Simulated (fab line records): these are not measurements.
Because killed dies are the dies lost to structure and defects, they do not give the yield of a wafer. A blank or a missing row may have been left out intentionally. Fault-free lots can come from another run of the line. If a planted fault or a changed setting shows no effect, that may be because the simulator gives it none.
fab line records	flow sky130
record lots=5	wafers=15	last_day=50
route steps=708 shown VIA3@590 METAL4@598 CAP2M@603 PAD_OPEN@708
lots that met no fault: from a run of the same line without faults
start_h: hours from the record's opening day to when the first of the lot's shown wafers began	wait_h: time in hours since the lot's previous step	" repeats the value in the row above	L1.1+2: a single row standing in for several wafers	- no value, or no start given	* or withheld: withheld	< > ~ a bound
route shown NAME@n: names a module that has steps shown in the file, with the first one's number in the route	usual: average and standard deviation across the fault-free wafers	same: alike in all rows	chamber/n: place in a boat	sites: the reading at each site	_std_site: their standard deviation	_edge_site: inner sites' mean taken away from outer sites' mean	radius_mm: how far each site lies from the wafer's centre	mask NAME#n: copy n	behind: the tool/chamber that last shaped the wafer	hold: the reason the lot was held/the length of the hold in hours/how it ended	device: names the non-switching transistor (n, p or np)	end of line: the same wafers' tests at the end of the route	a step with no rows: only its recipe	killed: at the first sort, the dies lost to defects and structure; wafer yield is something else	map: a wafer's dies, x killed, . not, _ none there
set.NAME: the setting that was run; set.NAME@STEP: the one run at that earlier step	model.NAME: the simulator's own value behind a step, which no gauge read
lots at selected steps of the route; one table per step, one row per wafer
services: a tool's chamber out of use, with start hour (start_h, from the record's first day; less than 0 if before it), hours out, and reason
## steps
# step SKY_VIA3_STRIP_17
# recipe chemistry=post_etch_residue_remover	time_s=1200	temp_c=72.5
# step SKY_VIA3_CLEAN_18
# recipe chemistry=IPA	time_s=180	temp_c=25
# step SKY_VIA3_CLEAN_19
# recipe chemistry=O3/DIW	dry=n2_spin
# step SKY_VIA3_SPUTTER_20
# recipe material=TiN	target_thk_nm=20	chamber_pressure_pa=5	power_w=4000	time_s=80
# usual throttle_valve_pct=29.6/1.4
lot.wafer	tool	chamber	start_h	wait_h	throttle_valve_pct
L923.1	pvd_sputter-04	-	973.06	0.0	30.9
L923.3	"	-	"	"	28.9
L923.4	"	-	"	"	33.3
L924.3	pvd_sputter-01	-	982.88	0.0	28.4
L924.4	"	-	"	"	29.7
L924.6	"	-	"	"	29.0
L930.1	pvd_sputter-04	-	1024.42	0.0	31.4
L930.2	"	-	"	"	33.3
L930.4	"	-	"	"	30.5
L936.1	pvd_sputter-01	-	1057.97	0.0	28.3
L936.2	"	-	"	"	28.9
L936.5	"	-	"	"	28.6
L938.1	pvd_sputter-03	-	1067.67	0.0	28.9
L938.4	"	-	"	"	29.7
L938.6	"	-	"	"	29.3
# step SKY_VIA3_CVD_21
# recipe material=W	target_thk_nm=390	time_s=117.31	temp_c=400	pressure_torr=40
# step SKY_VIA3_RS_MEAS_22
# recipe thk_meas_gauge=four-point-probe	reads=W_of_VIA3_CVD_21+TiN_of_VIA3_SPUTTER_20
# usual VIA3_W_RS=0.2957/0.003
lot.wafer	tool	chamber	start_h	wait_h	VIA3_W_RS[ohm/sq]
L923.1	film_metro-02	-	973.25	0.1	0.2961
L923.3	"	-	"	"	0.2966
L923.4	"	-	"	"	0.2973
L924.3	film_metro-01	-	983.11	0.1	0.2925
L924.4	"	-	"	"	0.2964
L924.6	"	-	"	"	0.2931
L930.1	film_metro-01	-	1024.61	0.1	0.2941
L930.2	"	-	"	"	0.2951
L930.4	"	-	"	"	0.2953
L936.1	film_metro-02	-	1058.15	0.1	0.2901
L936.2	"	-	"	"	0.2934
L936.5	"	-	"	"	0.2952
L938.1	film_metro-03	-	1067.86	0.1	0.2941
L938.4	"	-	"	"	0.2999
L938.6	"	-	"	"	0.2951
# step SKY_VIA3_THK_MEAS_23
# recipe thk_meas_gauge=xrf	reads=W_of_VIA3_CVD_21
# usual VIA3_W_THK=405/7.3
lot.wafer	tool	chamber	start_h	wait_h	VIA3_W_THK[nm]
L923.1	film_metro-02	-	973.37	0.1	402
L923.3	"	-	"	"	398
L923.4	"	-	"	"	399
L924.3	film_metro-01	-	983.21	0.1	415
L924.4	"	-	"	"	408
L924.6	"	-	"	"	413
L930.1	film_metro-01	-	1024.73	0.1	409
L930.2	"	-	"	"	409
L930.4	"	-	"	"	410
L936.1	film_metro-02	-	1058.27	0.1	412
L936.2	"	-	"	"	405
L936.5	"	-	"	"	403
L938.1	film_metro-03	-	1067.98	0.1	411
L938.4	"	-	"	"	404
L938.6	"	-	"	"	410
# step SKY_VIA3_CMP_24
# recipe stop_on=SiO2	t_overpolish_s=20	down_force_psi=3.5	platen_rpm=60	target_thk_nm=0	pad_velocity_m_s=0.94248
# step SKY_METAL4_SPUTTER_00
# recipe material=Ti	target_thk_nm=15	power_w=3000	time_s=10	chamber_pressure_pa=0.4
# step SKY_METAL4_SPUTTER_01
# recipe material=TiN	target_thk_nm=20	power_w=6500	time_s=16.7	chamber_pressure_pa=0.4
# usual throttle_valve_pct=29.6/1.7
lot.wafer	tool	chamber	start_h	wait_h	throttle_valve_pct
L923.1	pvd_sputter-01	-	973.75	0.0	29.1
L923.3	"	-	"	"	28.3
L923.4	"	-	"	"	28.2
L924.3	pvd_sputter-02	-	983.57	0.0	29.2
L924.4	"	-	"	"	30.5
L924.6	"	-	"	"	31.7
L930.1	pvd_sputter-01	-	1025.11	0.0	29.7
L930.2	"	-	"	"	28.3
L930.4	"	-	"	"	28.1
L936.1	pvd_sputter-02	-	1058.65	0.0	30.3
L936.2	"	-	"	"	29.5
L936.5	"	-	"	"	31.3
L938.1	pvd_sputter-01	-	1068.49	0.0	29.7
L938.4	"	-	"	"	28.7
L938.6	"	-	"	"	28.3
# step SKY_METAL4_SPUTTER_02
# recipe material=AlCu	target_thk_nm=735	power_w=10600	time_s=39.1	chamber_pressure_pa=0.4
# step SKY_METAL4_SPUTTER_03
# recipe material=Ti	target_thk_nm=5	power_w=3000	time_s=3.3	chamber_pressure_pa=0.4
# step SKY_METAL4_SPUTTER_04
# recipe material=TiN	target_thk_nm=70	power_w=6500	time_s=58.3	chamber_pressure_pa=0.4
# usual throttle_valve_pct=29.6/1.7
lot.wafer	tool	chamber	start_h	wait_h	throttle_valve_pct
L923.1	pvd_sputter-01	-	973.83	0.0	29.0
L923.3	"	-	"	"	28.3
L923.4	"	-	"	"	28.3
L924.3	pvd_sputter-02	-	983.65	0.0	29.1
L924.4	"	-	"	"	30.5
L924.6	"	-	"	"	31.7
L930.1	pvd_sputter-01	-	1025.19	0.0	29.8
L930.2	"	-	"	"	28.3
L930.4	"	-	"	"	28.1
L936.1	pvd_sputter-02	-	1058.74	0.0	30.5
L936.2	"	-	"	"	29.4
L936.5	"	-	"	"	31.6
L938.1	pvd_sputter-01	-	1068.58	0.0	29.6
L938.4	"	-	"	"	28.4
L938.6	"	-	"	"	28.0
# step SKY_CAP2M_CVD_00
# recipe material=SiO2	target_thk_nm=15.5	temp_c=400	time_s=withheld	rf_w=450
# step SKY_CAP2M_THK_MEAS_01
# recipe reads=SiO2_of_CAP2M_CVD_00
# usual CAP2M_CVD_00_THK=15.48/0.22
lot.wafer	tool	chamber	start_h	wait_h	CAP2M_CVD_00_THK[nm]
L923.1	film_metro-03	-	973.90	-	15.43
L923.3	"	-	"	"	15.29
L923.4	"	-	"	"	15.73
L924.3	film_metro-04	-	983.74	-	15.33
L924.4	"	-	"	"	15.47
L924.6	"	-	"	"	15.69
L930.1	film_metro-02	-	1025.27	-	15.30
L930.2	"	-	"	"	15.52
L930.4	"	-	"	"	15.64
L936.1	film_metro-02	-	1058.81	-	15.20
L936.2	"	-	"	"	15.46
L936.5	"	-	"	"	15.42
L938.1	film_metro-04	-	1068.65	-	15.49
L938.4	"	-	"	"	15.58
L938.6	"	-	"	"	15.81
# step SKY_CAP2M_SPUTTER_02
# recipe material=TiN	target_thk_nm=200	temp_c=300	power_w=6500	time_s=166.7	chamber_pressure_pa=0.4
# usual throttle_valve_pct=29.2/1.1
lot.wafer	tool	chamber	start_h	wait_h	throttle_valve_pct
L923.1	pvd_sputter-03	-	973.96	0.1	29.3
L923.3	"	-	"	"	30.5
L923.4	"	-	"	"	28.6
L924.3	pvd_sputter-03	-	983.78	0.0	29.2
L924.4	"	-	"	"	29.2
L924.6	"	-	"	"	29.2
L930.1	pvd_sputter-02	-	1025.33	0.1	29.0
L930.2	"	-	"	"	31.4
L930.4	"	-	"	"	30.7
L936.1	pvd_sputter-03	-	1058.87	0.1	29.8
L936.2	"	-	"	"	28.0
L936.5	"	-	"	"	28.3
L938.1	pvd_sputter-03	-	1068.71	0.1	30.6
L938.4	"	-	"	"	29.1
L938.6	"	-	"	"	28.5
# step SKY_CAP2M_RS_MEAS_03
# recipe thk_meas_gauge=four-point-probe	reads=TiN_of_CAP2M_SPUTTER_02
# usual CAP2M_TIN_RS=6.90/0.074
lot.wafer	tool	chamber	start_h	wait_h	CAP2M_TIN_RS[ohm/sq]
L923.1	film_metro-02	-	974.07	0.1	6.94
L923.3	"	-	"	"	6.87
L923.4	"	-	"	"	6.87
L924.3	film_metro-03	-	983.93	0.1	6.98
L924.4	"	-	"	"	6.95
L924.6	"	-	"	"	6.97
L930.1	film_metro-02	-	1025.44	0.1	6.88
L930.2	"	-	"	"	6.94
L930.4	"	-	"	"	6.93
L936.1	film_metro-03	-	1058.98	0.1	6.84
L936.2	"	-	"	"	6.76
L936.5	"	-	"	"	6.78
L938.1	film_metro-04	-	1068.82	0.1	6.82
L938.4	"	-	"	"	6.79
L938.6	"	-	"	"	6.88
# step SKY_CAP2M_THK_MEAS_04
# recipe thk_meas_gauge=xrf	reads=TiN_of_CAP2M_SPUTTER_02
# usual CAP2M_TIN_THK=203.2/2.3
lot.wafer	tool	chamber	start_h	wait_h	CAP2M_TIN_THK[nm]
L923.1	film_metro-02	-	974.19	0.1	202.0
L923.3	"	-	"	"	203.5
L923.4	"	-	"	"	204.4
L924.3	film_metro-03	-	984.03	0.1	200.8
L924.4	"	-	"	"	201.1
L924.6	"	-	"	"	201.4
L930.1	film_metro-02	-	1025.56	0.1	203.4
L930.2	"	-	"	"	202.1
L930.4	"	-	"	"	201.7
L936.1	film_metro-03	-	1059.10	0.1	205.6
L936.2	"	-	"	"	208.3
L936.5	"	-	"	"	206.5
L938.1	film_metro-04	-	1068.94	0.1	206.1
L938.4	"	-	"	"	206.4
L938.6	"	-	"	"	203.0
# step SKY_CAP2M_DEHYDRATE_05
# recipe temp_c=200	time_s=60
# step SKY_CAP2M_HMDS_06
# recipe prime_time_s=60	prime_temp_c=120
# step SKY_CAP2M_COAT_07
# recipe resist=NOVOLAK	spin_rpm=3000	resist_thk_nm=1140
# step SKY_CAP2M_SOFTBAKE_08
# recipe temp_c=90	time_s=60	resist=NOVOLAK
# step SKY_CAP2M_EXPOSE_09
# recipe mask_id=CAP2M	na=0.6	source_shape=conventional	sigma_outer=0.6	polarization=unpolarized	target_cd_nm=1000	dose_mj=159
# step SKY_CAP2M_PEB_10
# recipe temp_c=withheld	time_s=*	resist=NOVOLAK
# step SKY_CAP2M_DEVELOP_11
# recipe resist=NOVOLAK	developer=TMAH	develop_time_s=60	dev_temp_c=23
# step SKY_CAP2M_OVL_MEAS_12
# usual CAP2M_OVL=0.7/1.4
lot.wafer	tool	chamber	start_h	wait_h	CAP2M_OVL[nm]
L923.1	overlay-01	-	1000.17	0.1	2.9
L923.3	"	-	"	"	3.5
L923.4	"	-	"	"	2.1
L924.3	overlay-02	-	1004.75	0.1	1.2
L924.4	"	-	"	"	0.7
L924.6	"	-	"	"	0.6
L930.1	overlay-01	-	1048.14	0.1	0.1
L930.2	"	-	"	"	-0.1
L930.4	"	-	"	"	0.3
L936.1	overlay-01	-	1081.97	0.1	1.1
L936.2	"	-	"	"	-0.2
L936.5	"	-	"	"	0.9
L938.1	overlay-01	-	1091.72	0.1	0.2
L938.4	"	-	"	"	1.5
L938.6	"	-	"	"	1.4
# step SKY_CAP2M_METAL_ETCH_13
# recipe target_depth_nm=220	stop_on=SiO2	chemistry=Cl2/BCl3	target=TiN	pressure_mtorr=10	icp_w=900	bias_w=48.5	Cl2_flow_sccm=60	bcl3_flow_sccm=30	time_s=62.9
# step SKY_CAP2M_STRIP_14
# recipe chemistry=O2/N2	power_w=1400	pressure_mtorr=1500	platen_temp_c=withheld	o2_flow_sccm=3000	n2_flow_sccm=300	overash_fraction=0.5
# usual drypump_motor_current_A=5.3/0.39	oes_product_au=0.710/0.0045	strip_time_to_endpoint_s=12.66/0.042
lot.wafer	tool	chamber	start_h	wait_h	drypump_motor_current_A	oes_product_au	rf_hours_counter_h	strip_time_to_endpoint_s
L923.1	plasma_asher-03	0	1000.28	0.1	5.2	0.712	56	12.61
L923.3	"	1	"	"	5.3	0.714	-	12.62
L923.4	"	0	"	"	5.2	0.706	-	12.67
L924.3	plasma_asher-01	1	1004.89	0.1	4.7	0.712	-	12.72
L924.4	"	0	"	"	5.8	0.715	-	12.68
L924.6	"	0	"	"	5.8	0.710	-	12.71
L930.1	plasma_asher-04	1	1048.26	0.1	5.3	0.706	92	12.74
L930.2	"	0	"	"	5.6	0.709	92	12.67
L930.4	"	1	"	"	5.3	0.709	-	12.64
L936.1	plasma_asher-01	1	1082.08	0.1	4.7	0.710	34	12.65
L936.2	"	0	"	"	5.8	0.715	34	12.71
L936.5	"	0	"	"	5.9	0.715	-	12.68
L938.1	plasma_asher-01	1	1091.83	0.1	4.7	0.717	35	12.74
L938.4	"	0	"	"	5.8	0.708	-	12.76
L938.6	"	0	"	"	5.8	0.715	-	12.75
# step SKY_CAP2M_STRIP_15
# recipe chemistry=post_etch_residue_remover	time_s=1200	temp_c=72.5
# step SKY_CAP2M_CLEAN_16
# recipe chemistry=IPA	time_s=180	temp_c=25
# step SKY_CAP2M_CLEAN_17
# recipe chemistry=O3/DIW	dry=n2_spin
# step SKY_METAL4_DEHYDRATE_05
# recipe temp_c=200	time_s=60
# step SKY_METAL4_HMDS_06
# recipe prime_time_s=60	prime_temp_c=120
# step SKY_METAL4_COAT_07
# recipe resist=BARC	temp_c=withheld	time_s=withheld	spin_rpm=3000	resist_thk_nm=60
# step SKY_METAL4_COAT_08
# recipe resist=KrF-thick	spin_rpm=3000	resist_thk_nm=1140
# step SKY_METAL4_SOFTBAKE_09
# recipe temp_c=100	time_s=90	resist=KrF-thick
# step SKY_METAL4_EXPOSE_10
# recipe mask_id=MM4	na=0.68	source_shape=annular	sigma_inner=0.4	sigma_outer=0.8	target_cd_nm=300	dose_mj=28
# step SKY_METAL4_PEB_11
# recipe peb_temp_c=withheld	peb_time_s=withheld	resist=KrF-thick
# step SKY_METAL4_DEVELOP_12
# recipe develop_time_s=60	resist=KrF-thick	dev_temp_c=21
# step SKY_METAL4_CD_MEAS_13
# recipe target_cd_nm=300
# usual cd_nm=300.0/1.4
lot.wafer	tool	chamber	start_h	wait_h	cd_nm
L923.1	cd_sem-01	-	1023.63	-	300.5
L923.3	"	-	"	"	300.8
L923.4	"	-	"	"	298.3
L924.3	cd_sem-02	-	1027.82	-	299.2
L924.4	"	-	"	"	300.9
L924.6	"	-	"	"	301.3
L930.1	cd_sem-02	-	1071.45	-	298.9
L930.2	"	-	"	"	299.7
L930.4	"	-	"	"	298.4
L936.1	cd_sem-01	-	1103.99	-	299.0
L936.2	"	-	"	"	299.1
L936.5	"	-	"	"	299.5
L938.1	cd_sem-01	-	1111.00	-	298.9
L938.4	"	-	"	"	298.9
L938.6	"	-	"	"	299.9
# step SKY_METAL4_OVL_MEAS_14
# usual METAL4_OVL=-2/5
lot.wafer	tool	chamber	start_h	wait_h	METAL4_OVL[nm]
L923.1	overlay-01	-	1023.75	0.1	5
L923.3	"	-	"	"	3
L923.4	"	-	"	"	6
L924.3	overlay-01	-	1027.91	0.1	3
L924.4	"	-	"	"	-1
L924.6	"	-	"	"	0
L930.1	overlay-02	-	1071.57	0.1	-4
L930.2	"	-	"	"	-2
L930.4	"	-	"	"	-6
L936.1	overlay-02	-	1104.11	0.1	3
L936.2	"	-	"	"	0
L936.5	"	-	"	"	5
L938.1	overlay-01	-	1111.12	0.1	-2
L938.4	"	-	"	"	-4
L938.6	"	-	"	"	-9
# step SKY_METAL4_DESCUM_15
# recipe chemistry=O2	source_power_w=150	bias_power_w=0	pressure_mtorr=10	temp_c=40	time_s=8
# usual drypump_motor_current_A=6.0/0.32	oes_product_au=1.001/0.012
lot.wafer	tool	chamber	start_h	wait_h	drypump_motor_current_A	oes_product_au	rf_hours_counter_h
L923.1	rie_metal-01	0	1023.79	0.0	5.7	1.001	15
L923.3	"	1	"	"	6.2	1.013	-
L923.4	"	0	"	"	5.7	1.014	-
L924.3	rie_metal-02	1	1027.95	0.0	5.6	0.997	-
L924.4	"	0	"	"	6.2	0.991	-
L924.6	"	1	"	"	5.5	0.997	-
L930.1	rie_metal-01	1	1071.61	0.0	6.2	1.000	12
L930.2	"	0	"	"	5.7	1.007	19
L930.4	"	0	"	"	5.7	1.010	-
L936.1	rie_metal-03	0	1104.15	0.0	6.4	1.023	19
L936.2	"	1	"	"	6.3	1.009	21
L936.5	"	0	"	"	6.4	1.018	-
L938.1	rie_metal-01	0	1111.16	0.0	5.7	0.988	22
L938.4	"	1	"	"	6.2	0.992	-
L938.6	"	0	"	"	5.7	1.014	-
# step SKY_PAD_OPEN_PROBE_99
# usual defect_limited_yield=82.5/1.9	killed_at_M0_to_M3=43/7.2	killed_at_M4_up=3.1/1.8	killed_at_contacts=24/5.4	killed_at_front_end=15/4.4	killed_at_other=0.4/0.56	killed_dies=86/9.3	killed_on_rim=17/3.6	killed_open=47/6.9	killed_short=39/6.6	sort_bin_3_pad_short=0.9/0.43	sort_bin_5_function=10.4/1.5	sort_bin_6_memory=6.2/1.1	sort_n_pass=406/9.3	sort_yield_pct=82.5/1.9
# same gross_dies=492	killed_at_back_side=0	sort_bin_4_leakage[%]=0	sort_bin_8_speed[%]=0
lot.wafer	tool	chamber	start_h	wait_h	defect_limited_yield[%]	killed_at_M0_to_M3	killed_at_M4_up	killed_at_contacts	killed_at_front_end	killed_at_other	killed_dies	killed_on_rim	killed_open	killed_short	sort_bin_3_pad_short[%]	sort_bin_5_function[%]	sort_bin_6_memory[%]	sort_n_pass	sort_yield_pct[%]	model.etest.tester.sort_n_pass	model.etest.tester.sort_yield_pct	model.etest.tester.sort_bin_5_pct	model.etest.tester.sort_bin_3_pct
L923.1	prober-01	-	1118.06	0.1	83.3	38	1	32	11	0	82	17	42	40	1.2	8.1	7.3	410	83.3	410	83.33	8.13	1.22
L923.3	prober-01	-	1118.16	0.2	83.9	33	4	23	19	0	79	16	45	34	1.6	8.9	5.5	413	83.9	413	83.94	8.943	1.626
L923.4	prober-01	-	1118.21	0.2	79.7	58	3	22	17	0	100	21	51	49	1.2	11.6	7.5	392	79.7	392	79.67	11.59	1.22
L924.3	prober-02	-	1121.17	0.2	86.6	30	1	26	9	0	66	15	31	35	0.2	7.7	5.5	426	86.6	426	86.59	7.724	0.2033
L924.4	prober-02	-	1121.22	0.2	82.9	50	0	23	11	0	84	16	53	31	0.6	10.6	5.9	408	82.9	408	82.93	10.57	0.6098
L924.6	prober-02	-	1121.32	0.2	79.7	51	2	32	14	1	100	24	46	54	1.6	12.8	5.9	392	79.7	392	79.67	12.8	1.626
L930.1	prober-02	-	1158.55	0.1	84.3	33	4	26	12	2	77	21	45	31	1.0	8.9	5.7	415	84.3	415	84.35	8.943	1.016
L930.2	prober-02	-	1158.60	0.1	80.1	39	1	34	24	0	98	20	59	39	1.0	11.4	7.5	394	80.1	394	80.08	11.38	1.016
L930.4	prober-02	-	1158.70	0.2	80.7	42	1	33	19	0	95	16	55	40	0.8	11.0	7.5	397	80.7	397	80.69	10.98	0.813
L936.1	prober-02	-	1184.29	0.1	82.7	42	2	25	15	1	85	25	50	35	0.8	10.4	6.1	407	82.7	407	82.72	10.37	0.813
L936.2	prober-02	-	1184.34	0.1	83.7	39	2	24	15	0	80	13	43	37	1.6	9.8	4.9	412	83.7	412	83.74	9.756	1.626
L936.5	prober-02	-	1184.49	0.2	72.8	46	51	25	12	0	134	27	49	39	4.5	16.5	6.3	358	72.8	358	72.76	16.46	4.472
L938.1	prober-02	-	1189.05	0.1	81.7	54	3	19	14	0	90	14	54	35	0.8	11.4	6.1	402	81.7	402	81.71	11.38	0.813
L938.4	prober-02	-	1189.20	0.2	80.1	54	0	30	14	0	98	17	63	35	1.2	11.2	7.5	394	80.1	394	80.08	11.18	1.22
L938.6	prober-02	-	1189.30	0.2	81.7	47	4	25	14	0	90	19	51	38	1.0	11.4	5.9	402	81.7	402	81.71	11.38	1.016
# killed by level:class
L923.1 LI_CONTACT:geometric_particle:open=11 VIA3:geometric_particle:open=9 CONTACT:geometric_particle:open=8 LOCAL_INTERCONNECT:geometric_particle:short=6 CONTACT:geometric_particle:short=6 METAL1:geometric_particle:short=6 METAL2:geometric_particle:short=5 VIA2:geometric_particle:open=5
L923.3 LI_CONTACT:geometric_particle:open=7 CONTACT:geometric_particle:open=7 FIELD_ISO:geometric_particle:open=6 VIA3:geometric_particle:open=6 VIA2:geometric_particle:open=6 POLY_GATE:geometric_particle:open=5 VIA1:geometric_particle:short=5 VIA1:geometric_particle:open=4
L923.4 VIA1:geometric_particle:open=13 VIA2:geometric_particle:open=9 VIA1:geometric_particle:short=8 CONTACT:geometric_particle:short=7 METAL1:geometric_particle:short=7 LI_CONTACT:geometric_particle:open=6 VIA3:geometric_particle:open=6 POLY_GATE:geometric_particle:open=5
L924.3 LI_CONTACT:geometric_particle:open=9 VIA1:geometric_particle:open=7 CONTACT:geometric_particle:open=6 LI_CONTACT:geometric_particle:short=5 VIA1:geometric_particle:short=5 LOCAL_INTERCONNECT:geometric_particle:short=5 METAL2:geometric_particle:short=4 FIELD_ISO:geometric_particle:short=3
L924.4 VIA1:geometric_particle:open=13 CONTACT:geometric_particle:open=9 LI_CONTACT:geometric_particle:open=7 VIA2:geometric_particle:open=7 VIA3:geometric_particle:open=6 VIA1:geometric_particle:short=5 POLY_GATE:geometric_particle:short=4 CONTACT:geometric_particle:short=4
L924.6 VIA1:geometric_particle:open=16 LOCAL_INTERCONNECT:geometric_particle:short=10 CONTACT:geometric_particle:open=9 METAL2:geometric_particle:short=7 CONTACT:geometric_particle:short=6 FIELD_ISO:geometric_particle:short=6 VIA2:geometric_particle:open=6 VIA1:geometric_particle:short=5
L930.1 VIA2:geometric_particle:open=11 CONTACT:geometric_particle:open=8 VIA1:geometric_particle:open=7 CONTACT:geometric_particle:short=6 LI_CONTACT:geometric_particle:open=5 FIELD_ISO:geometric_particle:short=4 POLY_GATE:geometric_particle:open=4 VIA3:geometric_particle:open=4
L930.2 VIA1:geometric_particle:open=11 CONTACT:geometric_particle:open=10 LI_CONTACT:geometric_particle:open=9 FIELD_ISO:geometric_particle:open=6 POLY_GATE:geometric_particle:open=6 CONTACT:geometric_particle:short=6 VIA2:geometric_particle:open=6 POLY_GATE:geometric_particle:short=5
L930.4 LI_CONTACT:geometric_particle:open=9 CONTACT:geometric_particle:open=9 VIA2:geometric_particle:open=9 VIA1:geometric_particle:open=8 VIA2:geometric_particle:short=7 FIELD_ISO:geometric_particle:open=6 CONTACT:geometric_particle:short=6 METAL1:geometric_particle:short=6
L936.1 VIA1:geometric_particle:open=15 CONTACT:geometric_particle:open=9 LOCAL_INTERCONNECT:geometric_particle:short=7 VIA2:geometric_particle:open=5 METAL3:geometric_particle:short=5 LI_CONTACT:geometric_particle:open=4 VIA1:geometric_particle:short=4 METAL2:geometric_particle:short=4
L936.2 VIA1:geometric_particle:open=10 LI_CONTACT:geometric_particle:open=8 VIA1:geometric_particle:short=8 CONTACT:geometric_particle:open=7 CONTACT:geometric_particle:short=4 POLY_GATE:geometric_particle:short=4 LI_CONTACT:geometric_particle:short=4 METAL1:geometric_particle:short=4
L936.5 METAL4:unspecified=46 VIA3:geometric_particle:open=10 VIA1:geometric_particle:open=10 CONTACT:geometric_particle:short=9 CONTACT:geometric_particle:open=7 VIA1:geometric_particle:short=5 VIA2:geometric_particle:open=5 FIELD_ISO:geometric_particle:open=3
L938.1 VIA1:geometric_particle:open=19 CONTACT:geometric_particle:open=10 VIA1:geometric_particle:short=8 POLY_GATE:geometric_particle:open=5 FIELD_ISO:geometric_particle:short=4 VIA3:geometric_particle:open=4 VIA2:geometric_particle:open=4 VIA3:geometric_particle:short=4
L938.4 VIA1:geometric_particle:open=16 CONTACT:geometric_particle:open=14 VIA3:geometric_particle:open=9 VIA2:geometric_particle:open=8 LI_CONTACT:geometric_particle:open=7 VIA1:geometric_particle:short=7 METAL1:geometric_particle:short=5 CONTACT:geometric_particle:short=4
L938.6 VIA3:geometric_particle:open=12 VIA1:geometric_particle:open=11 CONTACT:geometric_particle:open=10 LI_CONTACT:geometric_particle:open=7 VIA1:geometric_particle:short=6 FIELD_ISO:geometric_particle:short=5 LOCAL_INTERCONNECT:geometric_particle:short=5 METAL1:geometric_particle:short=4
# map L936.5 (x killed, . not)
__________xxxxx..x.._________
________.xxxxxx.x..x.._______
______.xxxxxxxx.xxx.x..._____
_____..xxxxxxxxx....x.x..____
____...xxxxxxx.xxx...x....___
___x...xxxxxxxxxx........x.__
__...xx..x..xxx....x....x..._
_.x....x....x...............x
_.........x.......x...x......
_...............x..........x.
_.............xx..x.x...x....
_.x.xx...x..x..xx...........x
_.x.x.x...x...........x.....x
_.x.x.x..x......xx.....x..x..
_..x.xx.......x.......x...xx.
__.....x..................x._
___..x..x...x.....x....x...__
____..x.........xx......x.___
_____..x....x.....xxx...x____
______.x...............x_____
________xxx..........x_______
__________.........._________
# map L924.6 (x killed, . not)
__________..x..x...x_________
________....x.....x.xx_______
______xx..x.x...x....x.._____
_____.x....xx.......xx.x.____
____...xx..x............x.___
___x.x.x......x...x....x..x__
__.xx..x...x...........xx..x_
_....x........x.x.xx..x...xx.
_..xx.............x....xx....
_.x....x.x...................
_.x..x........x...xx....x...x
_......x.....x...........xx.x
_...............x...x...x.x..
_.....x.......x..............
_...x.............x..x.......
__x...x.xx...xxx...x....x..._
___............xx....xx....__
____..x..........x..x..x..___
_____........x.....x..x.x____
______.x................_____
________......x....x.._______
__________.x.x......_________
## services
tool	chamber	start_h	hours	kind
plasma_asher-01	-	966.57	1.1	repair
plasma_asher-03	-	988.74	5.0	repair
rie_metal-02	1	990.78	-	clean
rie_metal-02	1	990.78	13.7	scheduled_down
rie_metal-02	1	990.78	13.7	vent_cycle
pvd_sputter-03	-	1003.82	0.9	repair
rie_metal-03	-	1005.45	28.1	pm
pvd_sputter-03	0	1013.10	-	consumable_replace:kit
pvd_sputter-03	0	1013.10	18.0	scheduled_down
pvd_sputter-03	0	1013.10	18.0	vent_cycle
pvd_sputter-01	0	1021.87	-	consumable_replace:kit
pvd_sputter-01	0	1021.87	18.0	scheduled_down
pvd_sputter-01	0	1021.87	18.0	vent_cycle
plasma_asher-01	-	1032.49	3.0	repair
plasma_asher-01	-	1047.44	3.0	repair
rie_metal-02	0	1049.72	31.4	repair
rie_metal-03	1	1072.53	12.8	repair
pvd_sputter-04	3	1079.79	-	consumable_replace:kit
pvd_sputter-04	3	1079.79	18.0	scheduled_down
pvd_sputter-04	3	1079.79	18.0	vent_cycle
pvd_sputter-01	-	1081.02	11.1	repair
rie_metal-03	-	1098.97	0.6	repair
plasma_asher-01	-	1100.29	14.6	pm
## key
first_sign step=SKY_PAD_OPEN_PROBE_99	reading=killed_at_M4_up	direction=up	sigmas=26	usual=3.1	struck=51
effect step=SKY_PAD_OPEN_PROBE_99	reading=sort_bin_3_pad_short	direction=up	sigmas=8.4	usual=0.9	struck=4.5
model_effect step=SKY_PAD_OPEN_PROBE_99	value=etest.tester.sort_n_pass	without=397	struck=358
met_at SKY_METAL4_SPUTTER_04
struck_wafers L936.5
onset_between 983.65 1058.74
fault kind=chamber_particle_source	tool=pvd_sputter-02	chamber=-	onset_h=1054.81	steps=SKY_METAL4_SPUTTER_04	rate_per_visit_cm2=0.8026	end_h=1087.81	scope=struck_wafers_only
